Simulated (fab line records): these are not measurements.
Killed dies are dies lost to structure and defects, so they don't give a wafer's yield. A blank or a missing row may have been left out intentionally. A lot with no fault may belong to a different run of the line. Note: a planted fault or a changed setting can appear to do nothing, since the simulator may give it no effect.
Chamber matching	flow sky130	SKY_CAP2M_CVD_00 on pecvd-02: 3 sister chambers
The step deposits SiO2, target thk 15.5 nm. 6 wafers are shown with their chamber, then 12 later ones without.

WAFERS, EACH WITH ITS CHAMBER
wafer	chamber	heater-power-w (W)	rf-fwd-power-W (W)
L088.5	1	593	441.4
L089.2	0	597	441.6
L089.4	1	737	443.5
L091.2	2	763	444.6
L091.3	0	637	442.9
L091.6	2	761	445.1

WAFERS MISSING THEIR CHAMBER
wafer	heater-power-w (W)	rf-fwd-power-W (W)
L093.1	752	441.5
L093.3	696	445.3
L093.4	730	442.3
L092.1	756	445.1
L092.4	696	441.1
L092.5	739	445.6
L095.1	752	443.5
L095.3	713	442.2
L095.5	692	443.8
L096.2	696	442.9
L096.3	644	440.6
L096.5	623	441.3

WHICH CHAMBER EACH WENT THROUGH
wafer	from the rows above	in truth
L093.1	can't be placed: 1 or 0 or 2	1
L093.3	can't be placed: 2 or 1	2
L093.4	can't be placed: 1 or 0 or 2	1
L092.1	2	2
L092.4	can't be placed: 1 or 0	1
L092.5	2	2
L095.1	can't be placed: 2 or 1 or 0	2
L095.3	can't be placed: 1 or 0 or 2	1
L095.5	can't be placed: 1 or 2 or 0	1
L096.2	can't be placed: 1 or 0 or 2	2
L096.3	can't be placed: 0 or 1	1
L096.5	can't be placed: 0 or 1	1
Correct placement for 2 of the 12. Not placeable from these rows: 10 (in 10, the candidates include the true chamber). Wrongly placed: 0.
How it was worked out, from the rows above alone: a wafer's distance from a chamber is the root of the sum, over the readings, of the square of ((its reading less the chamber's mean) divided by the reading's scatter). The wafer belongs to the nearest chamber; if the next one is less than 2 further off, it can't be placed. Each chamber's mean is taken over the wafers shown for it. The scatter: the root of (the sum of the squares of (reading less its chamber's mean) over the shown wafers, divided by (wafers less chambers)).
